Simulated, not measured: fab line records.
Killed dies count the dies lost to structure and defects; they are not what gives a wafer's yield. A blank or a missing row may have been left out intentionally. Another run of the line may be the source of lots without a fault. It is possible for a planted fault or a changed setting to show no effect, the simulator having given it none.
Which tool was responsible? ; flow gf180mcu ; 6 lots with 18 wafers sampled at 3 steps, on a route of 602 steps

== WHAT THE GAUGES SHOWED, per wafer ==
GF_MIM_THK_MEAS_11: measures by xrf.
lot;measured;on;MIM_ALCU_THK (nm)
L772;day 24 20:45;film_metro-04;200.5 202.0 203.9
L776;day 26 06:55;film_metro-01;202.8 199.9 201.0
L780;day 27 14:16;film_metro-01;200.8 199.6 199.5
L782;day 28 05:40;film_metro-01;203.0 200.1 205.4
L784;day 28 23:47;film_metro-01;202.2 201.4 202.4
L792;day 31 00:49;film_metro-01;199.9 200.0 200.0

== WHAT TOOL EACH LOT RAN ON (gives the tool, then ch and the chambers of the sampled wafers, and finally the start) ==
lot;GF_MIM_SPUTTER_07;GF_MIM_SPUTTER_08
L772;pvd_sputter-04, day 24 20:31;pvd_sputter-04, day 24 20:34
L776;pvd_sputter-01, day 26 06:41;pvd_sputter-01, day 26 06:44
L780;pvd_sputter-03, day 27 14:02;pvd_sputter-03, day 27 14:05
L782;pvd_sputter-01, day 28 05:27;pvd_sputter-01, day 28 05:30
L784;pvd_sputter-01, day 28 23:34;pvd_sputter-01, day 28 23:37
L792;pvd_sputter-01, day 31 00:34;pvd_sputter-01, day 31 00:37
- GF_MIM_SPUTTER_07: material TiN, target thk 60 nm, time 50 s.
- GF_MIM_SPUTTER_08: material AlCu, target thk 200 nm, time 10.6 s.

== THE ANSWER, worked out from the rows above alone ==
Rule: usual is defined by the lots themselves. The widest of any qualifying gaps counts: lots, ordered by their means at a reading, are off when they make up no more than a third of the lots, leave a main group of 4 or more, and stand apart from it by 3 or more times the standard deviation of that group's means. A main group whose means are all the same, to the digits that the tables above print for the reading, isn't used. A lot without any number at a reading at which 4 lots or more have one is off too. Any other lot the step has rows for is counted as sound.
None of the lots is off at any reading shown; this tells nothing.

== WHAT HAD BEEN PUT IN BY THE SIMULATOR ==
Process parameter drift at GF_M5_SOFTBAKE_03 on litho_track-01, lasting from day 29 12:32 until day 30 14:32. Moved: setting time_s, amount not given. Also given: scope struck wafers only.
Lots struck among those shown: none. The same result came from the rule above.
